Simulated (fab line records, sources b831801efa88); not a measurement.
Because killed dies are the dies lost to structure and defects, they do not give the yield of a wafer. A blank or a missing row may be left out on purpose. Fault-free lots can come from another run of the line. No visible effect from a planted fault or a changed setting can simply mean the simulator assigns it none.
Struck lot and sound lot, side by side || flow sky130 || 14 out of 708 route steps
Sound: wafers L324.1, L324.3, L324.6. Struck: wafers L329.2, L329.6 (left out: L329.4, a lot-mate that was not struck); the cause follows at the end.
Each step with rows lists, per side, the tool, then ch with its chambers, then its first start. Under that, the readings that differ: sound wafers || struck wafers || difference of the means || sigmas: that difference in standard deviations of wafers without a fault.
alike: readings with means less than 2 such deviations apart, plus words and numbers identical on both sides. not compared: withheld readings, readings lacking a value on some wafer, bounds such as >300 that could conceal the same value, and numbers that have no deviation in the record and whose values overlap.
A row with sigmas, a row that says differs or no value, or rows on one side alone: a step with any of these is where the two part. Non-overlapping numbers with no deviation appear without sigmas and do not part them. A reading missing from all wafers of one side parts the sides only when that side holds two or more wafers.

first, 9 steps without rows for these wafers: SKY_CAP2M_CLEAN_17 (cleans in O3/DIW); SKY_METAL4_DEHYDRATE_05 (time 60 s); SKY_METAL4_HMDS_06 (prime time 60 s); SKY_METAL4_COAT_07 (resist thk 60 nm); SKY_METAL4_COAT_08 (resist thk 1140 nm); SKY_METAL4_SOFTBAKE_09 (time 90 s); SKY_METAL4_EXPOSE_10 (exposes mask MM4, target cd 300 nm); SKY_METAL4_PEB_11; SKY_METAL4_DEVELOP_12 (develop time 60 s).
SKY_METAL4_CD_MEAS_13: target cd 300 nm.
  sound on cd_sem-01, day 41 11:44; struck on cd_sem-02, day 44 00:43
  alike: cd_nm
SKY_METAL4_OVL_MEAS_14:
  sound on overlay-01, day 41 11:52; struck on overlay-01, day 44 00:49
  alike: METAL4_OVL
SKY_METAL4_DESCUM_15: chemistry O2, time 8 s.
  sound on rie_metal-02 ch 0,1, day 41 11:54; struck on rie_metal-01 ch 1, day 44 00:51
  alike: drypump_motor_current_A, oes_product_au
  not compared: rf_hours_counter_h
SKY_METAL4_ETCH_16: etches BARC in N2/H2, stops on SiO2, time 88.2 s, target depth 60 nm.
  sound on rie_metal-02 ch 0,1, day 41 11:56; struck on rie_metal-01 ch 1, day 44 00:53
{"reading": "bias_w (W)", "sound": "99.78 99.78 99.81", "struck": "107.19 107.27", "difference": "+7.44", "sigmas": "+27"}
  alike: drypump_motor_current_A, oes_product_au, throttle_valve_pct
  not compared: rf_hours_counter_h, model.SiO2_of_CAP2M_CVD_00.thk_nm
SKY_METAL4_ETCH_17: etches SiO2 in C4F8/O2/Ar, stops on TiN, time 3.9 s, target depth 15 nm.
  sound on rie_diel-04 ch 0,1, day 41 12:02; struck on rie_diel-02 ch 0,1, day 44 00:59
  alike: bias_w, oes_product_au
  not compared: rf_hours_counter_h

## WHERE THEY PART
SKY_METAL4_ETCH_16 only, going by this record. Later steps at which nothing parts them and some readings are alike: SKY_METAL4_ETCH_17.

WHY: whatever the simulator had introduced
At SKY_METAL4_ETCH_16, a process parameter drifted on rie_metal-01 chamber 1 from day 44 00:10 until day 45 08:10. A move of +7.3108 in setting bias_w, from 100. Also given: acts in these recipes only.
